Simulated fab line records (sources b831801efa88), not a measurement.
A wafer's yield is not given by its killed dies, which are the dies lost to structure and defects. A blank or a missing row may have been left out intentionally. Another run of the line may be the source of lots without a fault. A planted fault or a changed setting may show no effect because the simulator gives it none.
2 desks looking at one fault ; flow sky130 ; every desk sees just its own numbers, and what lay behind them comes last

## DESK OF THE TOOL OWNER: rie-diel-01
The tool's own readings at SKY_PAD_OPEN_ETCH_07 (etches the open film in CF4/O2, stops on AlCu, target depth 725 nm, time 161.1 s): means of the sampled wafers that have a number, for each lot that ran on this tool. Any lot whose mean is over 4 standard deviations away from the usual mean is out of limits and marked OUT; that distance is given in the brackets.
Columns: A = cf4-flow-sccm at SKY_PAD_OPEN_ETCH_07, usual 80.01 sccm; B = drypump-motor-current-A at SKY_PAD_OPEN_ETCH_07, usual 5.5 A; C = oes-product-au at SKY_PAD_OPEN_ETCH_07, usual 0.976 a.u.; D = throttle-valve-pct at SKY_PAD_OPEN_ETCH_07, usual 5.964 %
lot;first seen here;A;B;C;D
L812;day 46 11:04;80.32;5.3;0.969;5.969
L813;day 46 17:49;80.18;5.3;0.977;5.967
L815;day 47 07:43;80.06;5.0;0.982;5.964
L819;day 48 05:58;80.10;5.3;0.976;5.969
L827;day 49 17:53;79.87;5.2;0.926 (-6.6) OUT;5.951
This desk's finding: out of limits on L827; first on L827, day 49 17:53 (oes-product-au at SKY_PAD_OPEN_ETCH_07). In limits: L812, L813, L815, L819.

## THE METROLOGY DESK
What the gauges read, lot by lot, whatever tool the lot ran on: means of the sampled wafers that have a number. Any lot whose mean is over 4 standard deviations away from the usual mean is out of limits and marked OUT; that distance is given in the brackets.
Columns: A = PAD_OPEN_BOW at SKY_PAD_OPEN_BOW_MEAS_13, usual 45 um
lot;first seen here;A
L811;day 46 11:46;45
L812;day 46 13:16;40
L813;day 46 20:04;41
L814;day 47 01:32;54
L815;day 47 09:59;59
L819;day 48 08:10;55
L825;day 49 16:22;48
L827;day 49 20:04;46
L828;day 50 06:28;37
L829;day 50 09:53;41
L830;day 50 13:30;36
L831;day 50 17:37;54
This desk found nothing out of limits on any of the 12 lots.

## ALL TOGETHER
An alarm could have come from the tool owner's desk at day 49 17:53, on L827.
The metrology desk saw nothing out of limits.
The metrology desk holds a record of L827, inside its limits.
All the named lots went through SKY_PAD_OPEN_ETCH_07 on rie-diel-01.

## WHAT THE SIMULATOR HAD INSERTED
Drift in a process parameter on rie-diel-01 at SKY_PAD_OPEN_ETCH_07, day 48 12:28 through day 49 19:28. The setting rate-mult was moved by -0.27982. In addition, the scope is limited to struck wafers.
Lots struck among those shown: L827.
Each desk's first reading out of limits, in hours after the fault started: the tool owner's desk, 29.
